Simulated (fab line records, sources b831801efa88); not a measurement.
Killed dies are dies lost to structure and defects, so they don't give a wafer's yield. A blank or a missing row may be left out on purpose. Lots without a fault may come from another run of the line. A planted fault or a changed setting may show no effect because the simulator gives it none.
fab line records | flow sky130
record lots=12 wafers=36 last_day=50
route steps=708 shown LDD_N@253 LDD_LDN@296 POLY_CUT@319 RES_XHIGH@338 PAD_OPEN@708
lots that met no fault: from a run of the same line without faults
start_h: hours from the record's first day to the start of the lot's first wafer shown | wait_h: hours since the lot's step before | " the same as in the row above | L1.1+2: a row that stands for several wafers | - no value, or no start given | * or withheld: withheld | < > ~ a bound
route shown NAME@n: a module of which the file shows steps, and the number in the route of the first | usual: mean/standard deviation of fault-free wafers | same: alike in all rows | chamber/n: place in a boat | sites: the reading at each site | _std_site: their standard deviation | _edge_site: outer sites' mean less inner sites' | radius_mm: how far each site lies from the wafer's centre | mask NAME#n: copy n | behind: the tool/chamber that last shaped the wafer | hold: why the lot was held/for how many hours/how that ended | device: the transistor (n, p or np) that didn't switch | end of line: the same wafers' tests at the end of the route | a step without rows: its recipe alone | killed: dies lost to structure and defects at the first sort, not the wafer's yield | map: a wafer's dies, x killed, . not, _ none there
set.NAME: the setting as run; set.NAME@STEP: as run at that earlier step | model.NAME: the simulator's own value behind a step, which no gauge read
steps of the route over a sample of lots; a table a step, a row a wafer
services: from which hour (start_h, from the record's first day; less than 0 if before it) a tool's chamber was out of use, for how many hours, and why
## steps
# step SKY_LDD_N_STRIP_16
# recipe chemistry=O2/N2 power_w=1400 pressure_mtorr=1500 platen_temp_c=withheld o2_flow_sccm=3000 n2_flow_sccm=300 overash_fraction=0.5
# usual drypump_motor_current_A=5.6/0.36 oes_product_au=0.406/0.0046 strip_time_to_endpoint_s=4.320/0.017
# columns lot.wafer tool chamber start_h wait_h drypump_motor_current_A oes_product_au rf_hours_counter_h strip_time_to_endpoint_s
L756.1 plasma_asher-04 1 414.68 0.1 5.1 0.408 74 4.321
L756.2 " 0 " " 5.7 0.405 74 4.307
L756.3 " 1 " " 5.0 0.406 - 4.305
L757.1 plasma_asher-03 1 414.81 0.1 5.8 0.413 73 4.322
L757.4 " 1 " " 5.9 0.410 - 4.331
L757.5 " 1 " " 5.9 0.414 - 4.336
L758.4 plasma_asher-03 1 420.99 0.1 5.8 0.415 - 4.327
L758.5 " 0 " " 6.0 0.406 - 4.334
L758.6 " 1 " " 5.8 0.401 - 4.340
L759.1 plasma_asher-01 0 439.76 0.1 5.9 0.404 31 4.335
L759.4 " 0 " " 5.9 0.402 - 4.347
L759.5 " 0 " " 5.9 0.408 - 4.376
L763.3 plasma_asher-01 1 475.37 0.1 5.8 0.408 - 4.317
L763.5 " 0 " " 5.9 0.402 - 4.299
L763.6 " 1 " " 5.8 0.407 - 4.328
L768.1 plasma_asher-04 1 518.93 0.1 5.0 0.404 9 4.315
L768.3 " 0 " " 5.7 0.406 - 4.339
L768.6 " 0 " " 5.7 0.409 - 4.319
L769.1 plasma_asher-04 0 527.11 0.1 5.7 0.401 10 4.320
L769.4 " 1 " " 5.0 0.402 - 4.296
L769.5 " 1 " " 5.0 0.406 - 4.328
L770.2 plasma_asher-04 0 531.01 0.1 5.7 0.410 10 4.326
L770.4 " 0 " " 5.7 0.404 - 4.310
L770.6 " 1 " " 5.1 0.402 - 4.322
L771.4 plasma_asher-04 1 539.54 0.1 5.1 0.407 - 4.301
L771.5 " 0 " " 5.7 0.408 - 4.321
L771.6 " 1 " " 5.0 0.408 - 4.301
L773.1 plasma_asher-03 1 555.61 0.1 5.9 0.406 86 4.314
L773.3 " 0 " " 6.0 0.400 - 4.312
L773.4 " 1 " " 5.9 0.405 - 4.344
L778.2 plasma_asher-04 1 595.23 0.1 5.0 0.402 17 4.321
L778.3 " 0 " " 5.7 0.406 - 4.304
L778.4 " 1 " " 5.0 0.409 - 4.320
L779.2 plasma_asher-01 0 603.81 0.1 5.9 0.413 49 4.321
L779.4 " 0 " " 5.9 0.404 - 4.307
L779.6 " 1 " " 5.8 0.399 - 4.297
# step SKY_LDD_LDN_OVL_MEAS_07
# usual LDD_LDN_OVL=-0.5/1.4
# columns lot.wafer tool chamber start_h wait_h LDD_LDN_OVL[nm]
L756.1 overlay-01 - 535.95 0.1 1.7
L756.2 " - " " 0.1
L756.3 " - " " 3.5
L757.1 overlay-02 - 536.70 0.1 0.5
L757.4 " - " " 0.7
L757.5 " - " " 1.6
L758.4 overlay-02 - 543.29 0.1 -0.5
L758.5 " - " " -1.2
L758.6 " - " " 0.3
L759.1 overlay-01 - 562.00 0.1 -0.9
L759.4 " - " " -1.5
L759.5 " - " " 0.8
L763.3 overlay-01 - 596.78 0.1 1.5
L763.5 " - " " 0.6
L763.6 " - " " 0.8
L768.1 overlay-02 - 635.65 0.1 -1.7
L768.3 " - " " -2.7
L768.6 " - " " -2.5
L769.1 overlay-02 - 645.00 0.1 -1.0
L769.4 " - " " -1.6
L769.5 " - " " -0.6
L770.2 overlay-01 - 649.30 0.1 0.0
L770.4 " - " " -0.5
L770.6 " - " " 0.1
L771.4 overlay-02 - 656.17 0.1 -2.3
L771.5 " - " " -1.3
L771.6 " - " " -1.5
L773.1 overlay-01 - 671.65 0.1 0.8
L773.3 " - " " -0.4
L773.4 " - " " -1.5
L778.2 overlay-02 - 709.08 0.1 -0.5
L778.3 " - " " -1.1
L778.4 " - " " -0.1
L779.2 overlay-02 - 717.23 0.1 -1.2
L779.4 " - " " -3.3
L779.6 " - " " -1.4
# step SKY_POLY_CUT_STRIP_12
# recipe chemistry=O2/N2 power_w=1400 pressure_mtorr=1500 platen_temp_c=withheld o2_flow_sccm=3000 n2_flow_sccm=300 overash_fraction=0.5
# usual drypump_motor_current_A=5.7/0.35 oes_product_au=0.452/0.0046 strip_time_to_endpoint_s=5.351/0.018
# columns lot.wafer tool chamber start_h wait_h drypump_motor_current_A oes_product_au rf_hours_counter_h strip_time_to_endpoint_s
L756.1 plasma_asher-03 1 568.53 0.0 5.8 0.458 87 5.375
L756.2 " 0 " " 6.0 0.453 87 5.378
L756.3 " 0 " " 6.0 0.452 - 5.356
L757.1 plasma_asher-02 1 569.23 0.0 5.7 0.456 70 5.357
L757.4 " 1 " " 5.7 0.448 - 5.335
L757.5 " 1 " " 5.7 0.449 - 5.337
L758.4 plasma_asher-04 1 576.32 0.1 5.0 0.444 - 5.312
L758.5 " 0 " " 5.7 0.456 - 5.330
L758.6 " 1 " " 5.0 0.452 - 5.330
L759.1 plasma_asher-04 1 593.13 0.0 5.0 0.454 17 5.337
L759.4 " 0 " " 5.8 0.455 - 5.346
L759.5 " 1 " " 5.0 0.451 - 5.344
L763.3 plasma_asher-03 1 627.68 0.1 5.9 0.449 - 5.315
L763.5 " 0 " " 6.0 0.457 - 5.348
L763.6 " 1 " " 5.9 0.446 - 5.350
L768.1 plasma_asher-03 1 666.99 0.0 5.8 0.448 97 5.359
L768.3 " 0 " " 6.0 0.452 - 5.341
L768.6 " 0 " " 5.9 0.452 - 5.348
L769.1 plasma_asher-04 0 676.09 0.0 5.7 0.448 25 5.342
L769.4 " 0 " " 5.7 0.448 - 5.348
L769.5 " 0 " " 5.7 0.455 - 5.353
L770.2 plasma_asher-03 1 681.74 0.0 5.9 0.455 99 5.364
L770.4 " 0 " " 6.0 0.456 - 5.351
L770.6 " 1 " " 5.8 0.453 - 5.372
L771.4 plasma_asher-04 0 687.23 0.1 5.7 0.446 - 5.352
L771.5 " 0 " " 5.7 0.455 - 5.335
L771.6 " 1 " " 5.0 0.455 - 5.374
L773.1 plasma_asher-04 1 702.49 0.0 5.0 0.453 28 5.378
L773.3 " 1 " " 5.0 0.452 - 5.384
L773.4 " 0 " " 5.7 0.452 - 5.383
L778.2 plasma_asher-02 1 739.59 0.0 5.7 0.455 85 5.335
L778.3 " 0 " " 6.0 0.448 - 5.319
L778.4 " 1 " " 5.7 0.452 - 5.379
L779.2 plasma_asher-03 1 747.34 0.0 5.9 0.445 0 5.351
L779.4 " 0 " " 6.0 0.443 - 5.320
L779.6 " 0 " " 6.0 0.446 - 5.350
# step SKY_RES_XHIGH_DEVELOP_06
# recipe resist=NOVOLAK developer=TMAH develop_time_s=60 dev_temp_c=23
# columns lot.wafer tool chamber start_h wait_h
L756.1+2+3 litho_track-03 0 625.81 0.1
L757.1+4+5 litho_track-02 0 628.57 0.1
L758.4+5+6 litho_track-04 0 634.82 0.1
L759.1+4+5 litho_track-03 0 650.70 0.1
L763.3+5+6 litho_track-03 0 682.61 0.1
L768.1+3+6 litho_track-04 0 722.50 0.1
L769.1+4+5 litho_track-03 0 731.61 0.1
L770.2+4+6 litho_track-03 0 738.28 0.1
L771.4+5+6 litho_track-04 0 742.82 0.1
L773.1+3+4 litho_track-02 0 757.87 0.1
L778.2+3+4 litho_track-04 0 792.42 0.1
L779.2+4+6 litho_track-03 0 801.08 0.1
# step SKY_RES_XHIGH_TW_MEAS_09
# usual RES_XHIGH_TW=1649/9.5
# columns lot.wafer tool chamber start_h wait_h RES_XHIGH_TW
L756.1 film_metro-01 - 626.21 0.1 1657
L756.2 " - " " 1650
L756.3 " - " " 1651
L757.1 film_metro-03 - 628.97 0.1 1653
L757.4 " - " " 1653
L757.5 " - " " 1647
L758.4 film_metro-03 - 635.18 0.1 1648
L758.5 " - " " 1650
L758.6 " - " " 1654
L759.1 film_metro-03 - 651.10 0.1 1649
L759.4 " - " " 1647
L759.5 " - " " 1659
L763.3 film_metro-03 - 683.01 0.1 1651
L763.5 " - " " 1655
L763.6 " - " " 1645
L768.1 film_metro-04 - 722.90 0.1 1663
L768.3 " - " " 1648
L768.6 " - " " 1651
L769.1 film_metro-01 - 732.01 0.1 30
L769.4 " - " " 30
L769.5 " - " " 30
L770.2 film_metro-04 - 738.67 0.1 30
L770.4 " - " " 30
L770.6 " - " " 30
L771.4 film_metro-01 - 743.18 0.1 1631
L771.5 " - " " 1631
L771.6 " - " " 1637
L773.1 film_metro-01 - 758.27 0.1 1643
L773.3 " - " " 1640
L773.4 " - " " 1641
L778.2 film_metro-04 - 792.81 0.1 1631
L778.3 " - " " 1646
L778.4 " - " " 1647
L779.2 film_metro-04 - 801.47 0.1 1653
L779.4 " - " " 1650
L779.6 " - " " 1645
# step SKY_PAD_OPEN_PROBE_99
# usual killed_at_M0_to_M3=41/6.2 killed_at_M4_up=3.0/1.7 killed_at_contacts=25/5.8 killed_at_front_end=16/4.5 killed_at_other=0.2/0.42 killed_dies=85/8.4 killed_on_rim=17/4.1 killed_open=46/5.9 killed_short=39/6.3
# same gross_dies=492 killed_at_back_side=0
# columns lot.wafer tool chamber start_h wait_h killed_at_M0_to_M3 killed_at_M4_up killed_at_contacts killed_at_front_end killed_at_other killed_dies killed_on_rim killed_open killed_short
L763.3 prober-01 - 1126.49 0.2 39 1 37 20 0 97 20 45 52
L763.5 prober-01 - 1126.59 0.2 49 6 22 19 0 96 27 51 44
L763.6 prober-01 - 1126.64 0.2 37 3 27 14 0 81 13 47 34
L769.1 prober-01 - 1159.86 0.1 47 3 23 16 403 492 96 49 38
L769.4 prober-01 - 1160.01 0.2 49 0 15 21 407 492 96 41 42
L769.5 prober-01 - 1160.06 0.2 45 5 20 16 406 492 96 47 37
L770.2 prober-02 - 1161.86 0.1 50 2 26 15 399 492 96 50 43
L770.4 prober-02 - 1161.96 0.2 35 3 28 14 412 492 96 47 33
L770.6 prober-02 - 1162.06 0.2 38 3 30 15 406 492 96 43 43
# killed by level:class
L763.3 LI_CONTACT:geometric_particle:open=15 METAL2:geometric_particle:short=11 LOCAL_INTERCONNECT:geometric_particle:short=10 VIA1:geometric_particle:open=9 FIELD_ISO:geometric_particle:short=7 CONTACT:geometric_particle:open=6 VIA1:geometric_particle:short=6 FIELD_ISO:geometric_particle:open=5
L763.5 CONTACT:geometric_particle:open=10 VIA3:geometric_particle:open=9 METAL1:geometric_particle:short=7 VIA1:geometric_particle:open=7 VIA2:geometric_particle:short=7 CONTACT:geometric_particle:short=5 POLY_GATE:geometric_particle:open=5 VIA2:geometric_particle:open=5
L763.6 CONTACT:geometric_particle:open=12 VIA2:geometric_particle:open=7 VIA1:geometric_particle:short=6 VIA1:geometric_particle:open=6 POLY_GATE:geometric_particle:open=5 LI_CONTACT:geometric_particle:open=5 LOCAL_INTERCONNECT:geometric_particle:short=5 METAL2:geometric_particle:short=5
L769.1 RES_XHIGH:area_develop=403 VIA1:geometric_particle:open=11 VIA2:geometric_particle:open=8 LI_CONTACT:geometric_particle:open=7 CONTACT:geometric_particle:open=7 VIA1:geometric_particle:short=6 METAL1:geometric_particle:short=6 FIELD_ISO:geometric_particle:open=5
L769.4 RES_XHIGH:area_develop=406 VIA1:geometric_particle:open=13 VIA2:geometric_particle:open=9 METAL2:geometric_particle:short=7 VIA1:geometric_particle:short=6 METAL3:geometric_particle:short=6 FIELD_ISO:geometric_particle:short=5 POLY_GATE:geometric_particle:open=5
L769.5 RES_XHIGH:area_develop=406 CONTACT:geometric_particle:open=9 VIA3:geometric_particle:open=9 VIA1:geometric_particle:short=6 METAL2:geometric_particle:short=6 VIA2:geometric_particle:open=6 VIA1:geometric_particle:open=5 LI_CONTACT:geometric_particle:open=4
L770.2 RES_XHIGH:area_develop=399 VIA1:geometric_particle:open=15 VIA3:geometric_particle:open=10 CONTACT:geometric_particle:open=9 LI_CONTACT:geometric_particle:open=7 VIA2:geometric_particle:open=5 CONTACT:geometric_particle:short=5 METAL1:geometric_particle:short=5
L770.4 RES_XHIGH:area_develop=412 CONTACT:geometric_particle:open=16 VIA1:geometric_particle:open=9 LI_CONTACT:geometric_particle:open=7 METAL2:geometric_particle:short=7 LOCAL_INTERCONNECT:geometric_particle:short=4 POLY_GATE:geometric_particle:open=3 METAL1:geometric_particle:short=3
L770.6 RES_XHIGH:area_develop=406 VIA1:geometric_particle:open=11 CONTACT:geometric_particle:open=9 LI_CONTACT:geometric_particle:open=8 CONTACT:geometric_particle:short=6 LI_CONTACT:geometric_particle:short=5 VIA3:geometric_particle:open=5 POLY_GATE:geometric_particle:open=4
## services
# columns tool chamber start_h hours kind
plasma_asher-02 - 418.67 15.6 pm
plasma_asher-04 - 421.25 9.0 pm
plasma_asher-04 0 421.25 9.0 vent_cycle
plasma_asher-04 1 421.25 9.0 vent_cycle
plasma_asher-04 0 430.25 - clean
plasma_asher-04 1 430.25 - clean
plasma_asher-03 - 463.42 3.6 repair
plasma_asher-03 - 485.36 4.7 repair
plasma_asher-03 - 500.66 2.8 pm
plasma_asher-01 - 542.74 1.5 repair
plasma_asher-02 - 585.15 2.8 pm
plasma_asher-02 - 599.15 7.2 repair
plasma_asher-01 - 626.76 2.8 pm
plasma_asher-01 - 647.84 2.0 repair
plasma_asher-02 - 681.34 8.2 repair
plasma_asher-01 - 684.47 0.5 repair
plasma_asher-03 - 712.77 6.4 repair
plasma_asher-03 - 733.75 9.0 pm
plasma_asher-03 0 733.75 9.0 vent_cycle
plasma_asher-03 1 733.75 9.0 vent_cycle
plasma_asher-03 0 742.75 - clean
plasma_asher-03 1 742.75 - clean
plasma_asher-03 - 762.36 8.8 repair
plasma_asher-03 - 795.80 2.8 repair
## key
first_sign step=SKY_RES_XHIGH_TW_MEAS_09 reading=RES_XHIGH_TW direction=down sigmas=99+ usual=1649 struck=30
effect step=SKY_PAD_OPEN_PROBE_99 reading=killed_at_other direction=up sigmas=99+ usual=0.2 struck=405.5
more_kills_born_at SKY_RES_XHIGH_DEVELOP_06@litho_track-03=2432
met_at SKY_RES_XHIGH_DEVELOP_06
struck_lots L769,L770
tester_left_out L769,L770
not_acting_at SKY_LDD_N_STRIP_16,SKY_LDD_LDN_OVL_MEAS_07,SKY_POLY_CUT_STRIP_12
onset_between 682.61 731.61
fault kind=process_parameter_drift tool=litho_track-03 chamber=- onset_h=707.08 steps=SKY_RES_XHIGH_DEVELOP_06 channel=develop_time_s offset=* shape=step end_h=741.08 acts_in=* stated=*
# tester_left_out: of these lots the tester's yield and bins aren't shown, on N5 and GAA mostly nor the transistor test; their killed dies are dies lost to structure and defects alone, not to doping, threshold or leakage, so they don't give the yield
